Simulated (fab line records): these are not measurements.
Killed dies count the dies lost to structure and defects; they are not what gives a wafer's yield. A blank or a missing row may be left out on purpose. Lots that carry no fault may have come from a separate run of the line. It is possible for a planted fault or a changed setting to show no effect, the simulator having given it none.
Which of the tools did it? / flow sky130 / Sampling: 11 lots, 33 wafers, 3 of 708 route steps

WHAT THE GAUGES SHOWED, per wafer
SKY_CAPM_THK_MEAS_01. Usual: for CAPM_CVD_00_THK the level is 15.53 nm and the standard deviation is 0.23.
lot=L496; measured=day 36 07:29; on=filmMetro-02; CAPM_CVD_00_THK (nm)=15.70 15.78 15.77; flag=
lot=L497; measured=day 36 12:11; on=filmMetro-02; CAPM_CVD_00_THK (nm)=15.26 15.56 15.47; flag=
lot=L498; measured=day 36 15:28; on=filmMetro-02; CAPM_CVD_00_THK (nm)=15.38 15.50 15.72; flag=
lot=L499; measured=day 37 02:13; on=filmMetro-01; CAPM_CVD_00_THK (nm)=15.70 15.55 15.71; flag=
lot=L500; measured=day 37 08:21; on=filmMetro-01; CAPM_CVD_00_THK (nm)=15.33 15.68 15.45; flag=
lot=L501; measured=day 38 07:17; on=filmMetro-02; CAPM_CVD_00_THK (nm)=15.46 15.56 15.55; flag=
lot=L507; measured=day 39 19:11; on=filmMetro-02; CAPM_CVD_00_THK (nm)=15.58 15.41 15.86; flag=
lot=L511; measured=day 41 13:39; on=filmMetro-01; CAPM_CVD_00_THK (nm)=15.65 15.62 15.63; flag=
lot=L516; measured=day 42 04:53; on=filmMetro-02; CAPM_CVD_00_THK (nm)=15.20 15.73 15.91; flag=
lot=L518; measured=day 42 21:23; on=filmMetro-02; CAPM_CVD_00_THK (nm)=15.64 15.05 15.60; flag=
lot=L519; measured=day 43 04:13; on=filmMetro-02; CAPM_CVD_00_THK (nm)=15.53 15.81 15.57; flag=

SKY_CAPM_OVL_MEAS_12. Usual: for CAPM_OVL the level is -0.3 nm and the standard deviation is 1.2.
lot=L496; measured=day 37 08:58; on=overlay-01; CAPM_OVL (nm)=-0.9 -1.2 -1.3; flag=
lot=L497; measured=day 37 13:47; on=overlay-01; CAPM_OVL (nm)=-1.1 -0.6 -0.8; flag=
lot=L498; measured=day 37 17:26; on=overlay-01; CAPM_OVL (nm)=0.7 -0.1 0.3; flag=
lot=L499; measured=day 38 03:32; on=overlay-02; CAPM_OVL (nm)=1.5 0.9 1.4; flag=
lot=L500; measured=day 38 09:35; on=overlay-01; CAPM_OVL (nm)=0.6 -0.7 0.6; flag=
lot=L501; measured=day 39 07:58; on=overlay-01; CAPM_OVL (nm)=-2.5 -1.2 -0.8; flag=
lot=L507; measured=day 40 19:29; on=overlay-02; CAPM_OVL (nm)=-2.1 -2.5 -2.0; flag=
lot=L511; measured=day 42 12:23; on=overlay-02; CAPM_OVL (nm)=-1.4 -2.7 -1.2; flag=
lot=L516; measured=day 43 04:02; on=overlay-01; CAPM_OVL (nm)=0.1 -0.8 0.8; flag=
lot=L518; measured=day 43 20:29; on=overlay-02; CAPM_OVL (nm)=-1.8 -0.1 -0.5; flag=
lot=L519; measured=day 44 03:06; on=overlay-02; CAPM_OVL (nm)=-0.6 -0.7 -1.8; flag=

SKY_METAL3_CD_MEAS_13: target cd 300 nm. Usual: cdNm 300.3 nm, standard deviation 1.3.
lot=L496; measured=day 38 11:21; on=cdSem-02; cdNm (nm)=299.6 300.4 300.2; flag=
lot=L497; measured=day 38 15:38; on=cdSem-01; cdNm (nm)=299.3 300.1 299.9; flag=
lot=L498; measured=day 38 18:48; on=cdSem-02; cdNm (nm)=300.1 300.4 298.4; flag=
lot=L499; measured=day 39 04:40; on=cdSem-01; cdNm (nm)=301.6 301.7 301.3; flag=
lot=L500; measured=day 39 11:29; on=cdSem-01; cdNm (nm)=300.4 301.5 300.4; flag=
lot=L501; measured=day 40 08:11; on=cdSem-01; cdNm (nm)=303.1 301.3 302.2; flag=
lot=L507; measured=day 41 20:18; on=cdSem-02; cdNm (nm)=297.6 298.4 297.8; flag=
lot=L511; measured=day 43 11:51; on=cdSem-01; cdNm (nm)=300.1 300.1 300.3; flag=
lot=L516; measured=day 44 03:09; on=cdSem-01; cdNm (nm)=300.3 299.2 299.7; flag=
lot=L518; measured=day 44 19:08; on=cdSem-01; cdNm (nm)=299.6 300.6 300.4; flag=
lot=L519; measured=day 45 02:14; on=cdSem-01; cdNm (nm)=300.1 300.0 300.0; flag=

TOOL THAT RAN EACH LOT (tool first, then ch and the chambers of the sampled wafers, then the start)
Before these readings, the record contains no process step.

WHAT THE TOOLS THEMSELVES READ (means of the sampled wafers that have a number; where no wafer has one, the mark that the record gives instead)
The record holds no such reading with a usual standard deviation.

THE ANSWER, worked out from the rows above alone
Rule: a lot counts as off when the mean over its wafers that have a number is more than 3 standard deviations away from the usual mean. Also off: a lot with no number at a reading for which 4 or more lots have one. Where the step has rows for the other lots, those lots are counted as sound. Order of review: gauges by route order, followed by the tools' own readings, for which a lot's mean as printed above is used. At the first step where some lot is off, the reading lying furthest off is the one used; lots without a number count as furthest.
Across all readings shown, no lot is off: no conclusion can be drawn from this.

WHAT THE SIMULATOR PUT IN
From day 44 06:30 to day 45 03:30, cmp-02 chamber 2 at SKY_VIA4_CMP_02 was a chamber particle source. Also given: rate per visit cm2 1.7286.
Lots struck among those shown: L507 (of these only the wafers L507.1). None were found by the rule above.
